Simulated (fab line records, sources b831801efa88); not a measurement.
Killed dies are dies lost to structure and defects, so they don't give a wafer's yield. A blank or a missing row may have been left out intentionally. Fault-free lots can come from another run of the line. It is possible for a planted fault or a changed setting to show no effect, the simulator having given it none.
Matching of chambers / flow sky130 / cmp-02 running SKY_CONTACT_CMP_27: 4 sister chambers
The step polishes, stops on SiO2, t overpolish 15 s, target thk 0 nm. 20 wafers are shown with their chamber, then 10 later ones without.

== WAFERS PAIRED WITH THEIR CHAMBERS ==
wafer=L078.1; chamber=1; motor-current-A (A)=12.2; time-to-endpoint-s (s)=85; overpolish-run-s (s)=14.986
wafer=L078.2; chamber=3; motor-current-A (A)=13.1; time-to-endpoint-s (s)=81; overpolish-run-s (s)=14.992
wafer=L078.4; chamber=2; motor-current-A (A)=10.4; time-to-endpoint-s (s)=83; overpolish-run-s (s)=15.011
wafer=L079.1; chamber=1; motor-current-A (A)=12.5; time-to-endpoint-s (s)=86; overpolish-run-s (s)=15.000
wafer=L079.4; chamber=2; motor-current-A (A)=10.4; time-to-endpoint-s (s)=87; overpolish-run-s (s)=14.999
wafer=L079.5; chamber=0; motor-current-A (A)=9.9; time-to-endpoint-s (s)=89; overpolish-run-s (s)=15.005
wafer=L080.1; chamber=0; motor-current-A (A)=10.3; time-to-endpoint-s (s)=85; overpolish-run-s (s)=15.001
wafer=L080.2; chamber=3; motor-current-A (A)=13.1; time-to-endpoint-s (s)=83; overpolish-run-s (s)=14.999
wafer=L080.5; chamber=3; motor-current-A (A)=12.6; time-to-endpoint-s (s)=83; overpolish-run-s (s)=14.991
wafer=L081.2; chamber=0; motor-current-A (A)=10.1; time-to-endpoint-s (s)=83; overpolish-run-s (s)=14.996
wafer=L081.3; chamber=3; motor-current-A (A)=13.3; time-to-endpoint-s (s)=80; overpolish-run-s (s)=14.985
wafer=L081.5; chamber=2; motor-current-A (A)=10.2; time-to-endpoint-s (s)=80; overpolish-run-s (s)=15.004
wafer=L082.1; chamber=0; motor-current-A (A)=9.9; time-to-endpoint-s (s)=82; overpolish-run-s (s)=14.990
wafer=L082.2; chamber=2; motor-current-A (A)=10.6; time-to-endpoint-s (s)=82; overpolish-run-s (s)=14.999
wafer=L082.4; chamber=3; motor-current-A (A)=12.9; time-to-endpoint-s (s)=76; overpolish-run-s (s)=15.014
wafer=L083.1; chamber=2; motor-current-A (A)=10.2; time-to-endpoint-s (s)=80; overpolish-run-s (s)=15.016
wafer=L083.4; chamber=3; motor-current-A (A)=12.8; time-to-endpoint-s (s)=77; overpolish-run-s (s)=15.015
wafer=L083.6; chamber=1; motor-current-A (A)=12.0; time-to-endpoint-s (s)=83; overpolish-run-s (s)=14.991
wafer=L087.1; chamber=2; motor-current-A (A)=10.6; time-to-endpoint-s (s)=75; overpolish-run-s (s)=15.002
wafer=L087.3; chamber=3; motor-current-A (A)=12.5; time-to-endpoint-s (s)=76; overpolish-run-s (s)=14.984

SIGNATURES, as means of the wafers listed above
reading=motor-current-A; chamber 0=10.050; chamber 1=12.233; chamber 2=10.400; chamber 3=12.900; scatter within a chamber=0.237
reading=time-to-endpoint-s; chamber 0=84.75; chamber 1=84.67; chamber 2=81.17; chamber 3=79.43; scatter within a chamber=3.26
reading=overpolish-run-s; chamber 0=14.99800; chamber 1=14.99233; chamber 2=15.00517; chamber 3=14.99714; scatter within a chamber=0.00954
Rule: distance of a wafer from a chamber = root of the sum over the readings of ((wafer's reading minus chamber's mean) / reading's scatter) squared. If the next closest chamber is less than 2 further off than the closest, the wafer can't be placed; otherwise it belongs to the closest. The scatter: the root of (the sum of the squares of (reading less its chamber's mean) over the shown wafers, divided by (wafers less chambers)).

== WAFERS WITHOUT THEIR CHAMBER ==
wafer=L087.4; motor-current-A (A)=10.1; time-to-endpoint-s (s)=80; overpolish-run-s (s)=15.005
wafer=L089.3; motor-current-A (A)=11.4; time-to-endpoint-s (s)=80; overpolish-run-s (s)=14.985
wafer=L089.5; motor-current-A (A)=11.9; time-to-endpoint-s (s)=80; overpolish-run-s (s)=15.000
wafer=L089.6; motor-current-A (A)=9.6; time-to-endpoint-s (s)=82; overpolish-run-s (s)=14.986
wafer=L092.3; motor-current-A (A)=10.3; time-to-endpoint-s (s)=73; overpolish-run-s (s)=14.995
wafer=L092.5; motor-current-A (A)=10.4; time-to-endpoint-s (s)=79; overpolish-run-s (s)=15.000
wafer=L092.6; motor-current-A (A)=11.9; time-to-endpoint-s (s)=80; overpolish-run-s (s)=15.006
wafer=L094.1; motor-current-A (A)=11.8; time-to-endpoint-s (s)=78; overpolish-run-s (s)=14.998
wafer=L094.3; motor-current-A (A)=9.8; time-to-endpoint-s (s)=78; overpolish-run-s (s)=14.998
wafer=L094.6; motor-current-A (A)=10.1; time-to-endpoint-s (s)=78; overpolish-run-s (s)=15.004

== THE CHAMBER EACH PASSED THROUGH ==
wafer=L087.4; from the rows above=can't be placed: 2 or 0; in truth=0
wafer=L089.3; from the rows above=can't be placed: 1 or 2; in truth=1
wafer=L089.5; from the rows above=1; in truth=1
wafer=L089.6; from the rows above=can't be placed: 0 or 2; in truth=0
wafer=L092.3; from the rows above=can't be placed: 2 or 0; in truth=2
wafer=L092.5; from the rows above=can't be placed: 2 or 0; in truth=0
wafer=L092.6; from the rows above=can't be placed: 1 or 3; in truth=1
wafer=L094.1; from the rows above=can't be placed: 1 or 3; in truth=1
wafer=L094.3; from the rows above=can't be placed: 0 or 2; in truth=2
wafer=L094.6; from the rows above=can't be placed: 2 or 0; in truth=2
Correct placement for 1 of the 10. Not placeable from these rows: 9 (in 9, the candidates include the true chamber). 0 placed wrongly.
